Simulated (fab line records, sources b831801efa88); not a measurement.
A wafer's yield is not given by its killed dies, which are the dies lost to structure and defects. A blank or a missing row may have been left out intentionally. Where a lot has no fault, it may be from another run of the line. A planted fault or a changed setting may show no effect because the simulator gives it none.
Matching of chambers    flow sky130    pecvd-04 running SKY_PASSIVATION_CVD_02: 3 sister chambers
The step deposits Si3N4, target thk 540 nm. 18 wafers are shown with their chamber, then 9 later ones without.

## EACH WAFER AND ITS CHAMBER
wafer   chamber  heater power outer w (W)  heater power w (W)
L074.1  1        446                       705
L074.2  0        498                       773
L074.4  1        444                       732
L075.2  0        498                       764
L075.4  2        394                       667
L075.5  1        436                       695
L077.4  1        410                       668
L077.5  2        402                       690
L077.6  0        453                       707
L080.1  0        507                       805
L080.4  1        381                       651
L080.6  0        514                       806
L083.1  0        526                       809
L083.2  2        344                       594
L083.5  2        372                       619
L087.2  0        472                       731
L087.3  2        302                       541
L087.5  0        486                       758

SIGNATURES, as means of the wafers listed above
reading               chamber 0  chamber 1  chamber 2  scatter within a chamber
heater power outer w  494.25     423.40     362.80     30.1
heater power w        769.12     690.20     622.20     43
Rule: distance of a wafer from a chamber = root of the sum over the readings of ((wafer's reading minus chamber's mean) / reading's scatter) squared. The wafer belongs to the nearest chamber; if the next one is less than 2 further off, it can't be placed. The scatter: the root of (the sum of the squares of (reading less its chamber's mean) over the shown wafers, divided by (wafers less chambers)).

## WAFERS WITHOUT THEIR CHAMBER
wafer   heater power outer w (W)  heater power w (W)
L096.2  502                       782
L096.4  419                       687
L096.5  524                       815
L095.3  390                       671
L095.4  499                       795
L095.5  338                       598
L097.1  380                       630
L097.3  423                       686
L097.6  419                       696

## WHICH CHAMBER EACH WENT THROUGH
wafer    from the rows above       in truth
L096.2   0                         0
L096.4   1                         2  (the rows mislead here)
L096.5   0                         0
L095.3   can't be placed: 1 or 2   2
L095.4   0                         0
L095.5   2                         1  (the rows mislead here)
L097.1   can't be placed: 2 or 1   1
L097.3   1                         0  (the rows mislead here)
L097.6   1                         1
Placed correctly: 4 of 9. These rows do not allow placing 2 (true chamber among the candidates in 2). Placed wrongly: 3.
